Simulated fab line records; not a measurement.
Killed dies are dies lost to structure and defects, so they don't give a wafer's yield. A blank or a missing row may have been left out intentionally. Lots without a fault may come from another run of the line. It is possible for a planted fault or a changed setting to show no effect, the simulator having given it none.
Code-filled problem report in 8D (eight disciplines) form :: flow gf180mcu :: the parts of the form that need people (team, actions taken, sign-off) are left out

== 1. THE ISSUE ==
NSD_RS at GF_PSD_RS_MEAS_14 reads a mean of 42.74 ohm/sq on 6 wafers of 2 lots; wafers without a fault read 46.18 ohm/sq with a standard deviation of 0.092. That is -37 standard deviations from the usual mean.
The step: measures by four-point-probe.
Seen first at day 18 10:40 on film_metro-02, wafer L890.3. Wafers with a number at this step in the record: 36, from 12 lots. By rule, "out" or "out of limits" means more than 4 standard deviations away from the usual mean. Any other wafer with a number is counted as sound.

== 2. WHAT IT IS, AND WHAT IT ISN'T ==
question: which readings at this step
is: NSD_RS
is not: -

question: which lots
is: L890, L893
is not: L879, L880, L882, L887, L888, L891, L898, L899, L900, L901

question: which wafers of those lots
is: all that have a number
is not: -

question: read on which gauges
is: film_metro-02
is not: film_metro-01, film_metro-03

question: when
is: from day 18 10:40
is not: up to then (15 sound wafers); but 15 sound wafers of L891, L898, L899, L900, L901 came after

== 3. WHAT RULES OUT EACH SUSPECT ==
Counting: a tool at a process step up to the reading stays a suspect if it ran every lot that is out and no sound lot after the first of them.
- the gauge at GF_PSD_RS_MEAS_14: kept. All the wafers that are out were read on film_metro-02, and no step on other tools shows them out.
- rtp_anneal-01 at GF_PSD_RTA_13 (time 20 s): ruled out as a lasting fault. After its first lot that is out, L890 (day 18 10:34), sound lots L900, L899, L901 ran on it.
The count leaves film_metro-02 at GF_PSD_RS_MEAS_14.

== 4. THE CAUSE (what the simulator had put in) ==
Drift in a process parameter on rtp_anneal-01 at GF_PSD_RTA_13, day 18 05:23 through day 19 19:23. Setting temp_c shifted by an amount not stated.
The count ruled it out by mistake, since the rule takes a fault to strike every lot its tool runs from the start of the fault on, and this one did not do so.

== 5. THE EFFECT CHAIN, in route order ==
One row per reading whose mean, taken over the struck wafers that have a number, lies over 3 standard deviations from the usual. Readings are gone through only where the record gives a usual standard deviation; hours: the median, over the lots, of the time from a lot's start at the first step in this table giving one to that lot's start at this step; sigmas: the change measured in usual standard deviations.
hours: 0
step: GF_PSD_RS_MEAS_14
reading: NSD_RS
usual: 46.18 ohm/sq
on struck wafers: 42.74
change: -3.44
sigmas: -37

hours: 4
step: GF_PSD_RS_MEAS_15
reading: PSD_RS
usual: 108.62 ohm/sq
on struck wafers: 99.08
change: -9.54
sigmas: -34

== 6. HOW IT WOULD HAVE BEEN CAUGHT EARLIER ==
Counted from the fault's start at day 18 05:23, it took 5 hours until the first out-of-limits reading at a measuring or inspecting step in this record, taken at day 18 10:40.
Tool readings at GF_PSD_RTA_13 with a usual standard deviation given in the record: none out on any struck wafer, hence no alarm at a limit of 4 standard deviations on them.
